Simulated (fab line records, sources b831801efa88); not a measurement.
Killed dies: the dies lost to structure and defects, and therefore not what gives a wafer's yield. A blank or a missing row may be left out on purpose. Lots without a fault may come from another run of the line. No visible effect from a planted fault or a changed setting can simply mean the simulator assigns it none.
fab line records    flow sfq-line
record: lots: 6  wafers: 18  last-day: 80
route steps=325 shown INCOMING@1 L0@3
lots untouched by any fault: they come from a run of this same line in which no faults occurred
start-h: hours from the record's first day to the start of the lot's first wafer shown    wait-h: hours from the lot's prior step to this one    " the same as in the row above    L1.1+2: a row that stands for several wafers    - no value, or no start given    * or withheld: withheld    < > ~ a bound
route shown NAME@n: a module of which the file shows steps, and the number in the route of the first    usual: mean and standard deviation over wafers with no fault    same: alike in all rows    chamber/n: place in a boat    sites: per-site readings    _std_site: their standard deviation    _edge_site: mean of outer sites minus mean of inner sites    radius-mm: for every site, how far away it sits from the centre of the wafer    mask NAME#n: copy n    behind: the most recent tool/chamber to have shaped the wafer    hold: reason for holding the lot/hours on hold/outcome of the hold    device: the n, p or np transistor that did not switch    end of line: tests run on the same wafers once the route is complete    where a step has no rows: the recipe by itself    killed: dies that structure and defects cost at the first sort, which is not the same as the wafer's yield    map: a wafer's dies, x killed, . not, _ none there
set.NAME: the run value of the setting; set.NAME@STEP: its run value at that earlier step    model.NAME: the simulator's own value behind a step, which no gauge read
a table for each step, a row for each wafer; lots at some steps of the route
services: when a tool's chamber went out of use (start-h, in hours from the record's first day, below 0 if earlier), for how many hours, and the reason
== steps ==
step: SFQ_INCOMING_BOW_MEAS_900
recipe: mode: bow
usual: INCOMING_BOW: 0/7
lot.wafer  tool           chamber  start-h  wait-h  INCOMING_BOW[um]
L547.2     film-metro-01  -        20.02    -       -1
L547.4     "              -        "        "       6
L547.6     "              -        "        "       -14
L549.2     film-metro-02  -        30.02    -       -1
L549.5     "              -        "        "       -5
L549.6     "              -        "        "       10
L551.1     film-metro-01  -        40.81    -       6
L551.3     "              -        "        "       -7
L551.5     "              -        "        "       -4
L556.1     film-metro-01  -        65.00    -       -1
L556.2     "              -        "        "       7
L556.3     "              -        "        "       0
L560.1     film-metro-02  -        85.00    -       10
L560.2     "              -        "        "       8
L560.6     "              -        "        "       5
L566.1     film-metro-04  -        115.00   -       -2
L566.3     "              -        "        "       14
L566.5     "              -        "        "       -3
step: SFQ_TRILAYER_INCOMING_OXIDATION_002
recipe: temp-c: 1000  ambient: H2O  target-thk-a: 5000  p-h2o-torr: 720  ox-time-s: 4939
step: SFQ_TRILAYER_L0_DEP_SPUTTER_003
recipe: material: MoNx_KI  base-pressure-pa: 1.33e-06  target-thk-nm: 40  power-w: 800  time-s: 100  chamber-pressure-pa: 0.4
usual: throttle-valve-pct: 29.7/0.9
lot.wafer  tool            chamber  start-h  wait-h  throttle-valve-pct
L547.2     pvd-sputter-05  -        22.49    0.0     29.8
L547.4     "               -        "        "       29.1
L547.6     "               -        "        "       29.4
L549.2     pvd-sputter-04  -        32.49    0.0     31.0
L549.5     "               -        "        "       32.1
L549.6     "               -        "        "       30.7
L551.1     pvd-sputter-06  -        43.30    0.0     28.9
L551.3     "               -        "        "       29.4
L551.5     "               -        "        "       29.5
L556.1     pvd-sputter-06  -        67.49    0.0     29.5
L556.2     "               -        "        "       30.5
L556.3     "               -        "        "       28.7
L560.1     pvd-sputter-05  -        87.49    0.0     30.0
L560.2     "               -        "        "       29.4
L560.6     "               -        "        "       29.0
L566.1     pvd-sputter-06  -        117.49   0.0     30.6
L566.3     "               -        "        "       29.3
L566.5     "               -        "        "       29.3
step: SFQ_L0_RS_MEAS_901
recipe: thk-meas-gauge: four-point-probe  reads: MoNx_KI_of_TRILAYER_L0_DEP_SPUTTER_003
usual: L0_MONX_KI_RS: 43.5/0.45
lot.wafer  tool           chamber  start-h  wait-h  L0_MONX_KI_RS[ohm/sq]
L547.2     film-metro-03  -        22.58    0.1     43.4
L547.4     "              -        "        "       43.7
L547.6     "              -        "        "       43.9
L549.2     film-metro-02  -        32.58    0.1     44.4
L549.5     "              -        "        "       44.1
L549.6     "              -        "        "       43.9
L551.1     film-metro-01  -        43.38    0.0     44.4
L551.3     "              -        "        "       43.9
L551.5     "              -        "        "       43.3
L556.1     film-metro-02  -        67.56    0.0     42.6
L556.2     "              -        "        "       42.7
L556.3     "              -        "        "       43.3
L560.1     film-metro-01  -        87.56    0.0     42.7
L560.2     "              -        "        "       43.0
L560.6     "              -        "        "       43.3
L566.1     film-metro-03  -        117.56   0.0     43.9
L566.3     "              -        "        "       43.9
L566.5     "              -        "        "       43.6
step: SFQ_L0_THK_MEAS_902
recipe: thk-meas-gauge: xrf  reads: MoNx_KI_of_TRILAYER_L0_DEP_SPUTTER_003
usual: L0_MONX_KI_THK: 39.4/0.45
lot.wafer  tool           chamber  start-h  wait-h  L0_MONX_KI_THK[nm]
L547.2     film-metro-03  -        22.69    0.1     39.7
L547.4     "              -        "        "       39.2
L547.6     "              -        "        "       39.0
L549.2     film-metro-02  -        32.69    0.1     38.4
L549.5     "              -        "        "       38.7
L549.6     "              -        "        "       38.9
L551.1     film-metro-01  -        43.50    0.1     38.3
L551.3     "              -        "        "       38.5
L551.5     "              -        "        "       39.0
L556.1     film-metro-02  -        67.68    0.1     40.3
L556.2     "              -        "        "       40.2
L556.3     "              -        "        "       39.6
L560.1     film-metro-01  -        87.68    0.1     40.3
L560.2     "              -        "        "       40.0
L560.6     "              -        "        "       39.9
L566.1     film-metro-03  -        117.68   0.1     39.1
L566.3     "              -        "        "       39.2
L566.5     "              -        "        "       39.2
step: SFQ_TRILAYER_L0_LITHO_COAT_010
recipe: resist: BARC  spin-rpm: 3000  resist-thk-nm: 62
step: SFQ_TRILAYER_L0_LITHO_COAT_005
recipe: resist: KrF  spin-rpm: 3000  resist-thk-nm: 600
step: SFQ_TRILAYER_L0_LITHO_SOFTBAKE_009
recipe: temp-c: withheld  time-s: withheld  resist: KrF
step: SFQ_TRILAYER_L0_LITHO_EXPOSE_006
recipe: mask-id: L0  na: 0.6  source-shape: conventional  sigma-outer: 0.65  target-cd-nm: 2000  dose-mj: 14.4
step: SFQ_TRILAYER_L0_LITHO_PEB_008
recipe: peb-temp-c: 115  peb-time-s: 60  resist: KrF
step: SFQ_TRILAYER_L0_LITHO_DEVELOP_007
recipe: time-s: 60  resist: KrF
step: SFQ_TRILAYER_L0_BARC_OPEN_METAL_ETCH_010
recipe: mask-material: PR  chemistry: O2  target-depth-nm: 125  target: BARC  icp-w: 600  bias-w: 80  pressure-mtorr: 10  time-s: 41.7
usual: drypump-motor-current-A: 5.9/0.59  oes-product-au: 0.685/0.0046
lot.wafer  tool          chamber  start-h  wait-h  drypump-motor-current-A  oes-product-au  rf-hours-counter-h
L547.2     rie-metal-01  1        99.40    0.1     6.3                      0.682           49
L547.4     "             1        "        "       6.3                      0.683           -
L547.6     "             1        "        "       6.3                      0.679           -
L549.2     rie-metal-01  0        106.60   0.1     5.3                      0.674           69
L549.5     "             0        "        "       5.3                      0.687           -
L549.6     "             1        "        "       6.3                      0.690           -
L551.1     rie-metal-01  0        119.80   0.1     5.3                      0.683           71
L551.3     "             0        "        "       5.3                      0.687           -
L551.5     "             0        "        "       5.3                      0.692           -
L556.1     rie-metal-04  1        148.72   0.1     4.7                      0.690           98
L556.2     "             0        "        "       5.7                      0.686           126
L556.3     "             1        "        "       4.8                      0.684           -
L560.1     rie-metal-04  0        168.37   0.1     5.6                      0.685           129
L560.2     "             1        "        "       4.7                      0.690           101
L560.6     "             0        "        "       5.6                      0.683           -
L566.1     rie-metal-01  1        213.32   0.3     6.3                      0.690           65
L566.3     "             1        "        "       6.3                      0.691           -
L566.5     "             1        "        "       6.3                      0.676           -
step: SFQ_TRILAYER_L0_ETCH_METAL_ETCH_008
recipe: target: MoNx_KI  stop-on: SiO2  mask-material: PR  chemistry: SF6/O2  target-depth-nm: 50  icp-w: 600  bias-w: 80  pressure-mtorr: 10  time-s: 25
usual: drypump-motor-current-A: 5.9/0.59  oes-product-au: 0.874/0.0063
lot.wafer  tool          chamber  start-h  wait-h  drypump-motor-current-A  oes-product-au  rf-hours-counter-h  model.KrF_of_TRILAYER_L0_LITHO_COAT_005.thk-nm
L547.2     rie-metal-01  1        99.46    0.0     6.3                      0.880           49                  479.8
L547.4     "             1        "        "       6.3                      0.870           -                   480.3
L547.6     "             1        "        "       6.3                      0.867           -                   480.9
L549.2     rie-metal-01  0        106.68   0.1     5.3                      0.861           69                  482.8
L549.5     "             0        "        "       5.3                      0.864           -                   488.9
L549.6     "             1        "        "       6.3                      0.867           -                   488.9
L551.1     rie-metal-01  0        119.86   0.0     5.3                      0.854           71                  478.8
L551.3     "             0        "        "       5.3                      0.875           -                   487.5
L551.5     "             0        "        "       5.3                      0.870           -                   487.1
L556.1     rie-metal-04  1        148.78   0.0     4.7                      0.880           98                  480.8
L556.2     "             0        "        "       5.7                      0.880           126                 480.8
L556.3     "             1        "        "       4.7                      0.878           -                   479.9
L560.1     rie-metal-04  0        168.42   0.0     5.7                      0.886           129                 483.4
L560.2     "             1        "        "       4.7                      0.884           101                 481.4
L560.6     "             0        "        "       5.6                      0.876           -                   480.8
L566.1     rie-metal-01  1        213.38   0.0     6.3                      0.873           65                  480.3
L566.3     "             1        "        "       6.2                      0.876           -                   479.2
L566.5     "             1        "        "       6.2                      0.869           -                   481.7
step: SFQ_TRILAYER_L0_STRIP_STRIP_009
recipe: gas: O2  power-w: 200  platen-temp-c: 40  overash-fraction: 0.65  chemistry: O2  pressure-mtorr: 50
usual: drypump-motor-current-A: 5.9/0.59  oes-product-au: 1.001/0.0077
lot.wafer  tool          chamber  start-h  wait-h  drypump-motor-current-A  oes-product-au  rf-hours-counter-h
L547.2     rie-metal-01  1        99.50    0.0     6.3                      1.003           49
L547.4     "             1        "        "       6.3                      0.999           -
L547.6     "             1        "        "       6.3                      1.008           -
L549.2     rie-metal-01  0        106.74   0.0     5.3                      0.998           69
L549.5     "             0        "        "       5.3                      0.999           -
L549.6     "             1        "        "       6.3                      1.008           -
L551.1     rie-metal-01  0        119.90   0.0     5.3                      0.988           72
L551.3     "             0        "        "       5.3                      0.998           -
L551.5     "             0        "        "       5.3                      1.002           -
L556.1     rie-metal-04  1        148.83   0.0     4.8                      0.988           98
L556.2     "             0        "        "       5.7                      1.001           126
L556.3     "             1        "        "       4.8                      0.999           -
L560.1     rie-metal-04  0        168.47   0.0     5.6                      1.000           129
L560.2     "             1        "        "       4.7                      1.009           101
L560.6     "             0        "        "       5.6                      0.999           -
L566.1     rie-metal-01  1        213.42   0.0     6.3                      0.994           66
L566.3     "             1        "        "       6.3                      0.995           -
L566.5     "             1        "        "       6.3                      0.996           -
== services ==
tool            chamber  start-h  hours  kind
pvd-sputter-06  -        3.45     1.5    repair
pvd-sputter-06  -        51.06    9.3    repair
pvd-sputter-05  -        66.03    1.2    repair
pvd-sputter-06  3        100.30   -      consumable-replace:kit
pvd-sputter-06  3        100.30   18.0   scheduled-down
pvd-sputter-06  3        100.30   18.0   vent-cycle
pvd-sputter-04  -        131.05   4.6    repair
rie-metal-01    -        140.92   2.8    pm
pvd-sputter-05  -        169.41   7.6    repair
pvd-sputter-04  1        183.99   -      consumable-replace:kit
pvd-sputter-04  1        183.99   18.0   scheduled-down
pvd-sputter-04  1        183.99   18.0   vent-cycle
== key ==
first-sign none at tools or gauges
model-effect: step: SFQ_TRILAYER_L0_ETCH_METAL_ETCH_008  value: KrF_of_TRILAYER_L0_LITHO_COAT_005.thk-nm  without: 480.3  struck: 488.1
met-at SFQ_TRILAYER_L0_ETCH_METAL_ETCH_008
struck-wafers L549.5,L549.6,L551.3,L551.5
onset-between 99.46 106.68
fault: kind: process-parameter-drift  tool: rie-metal-01  chamber: -  onset-h: 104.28  steps: SFQ_TRILAYER_L0_ETCH_METAL_ETCH_008  channel: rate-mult  offset: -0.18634  shape: step  end-h: 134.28  scope: struck-wafers-only
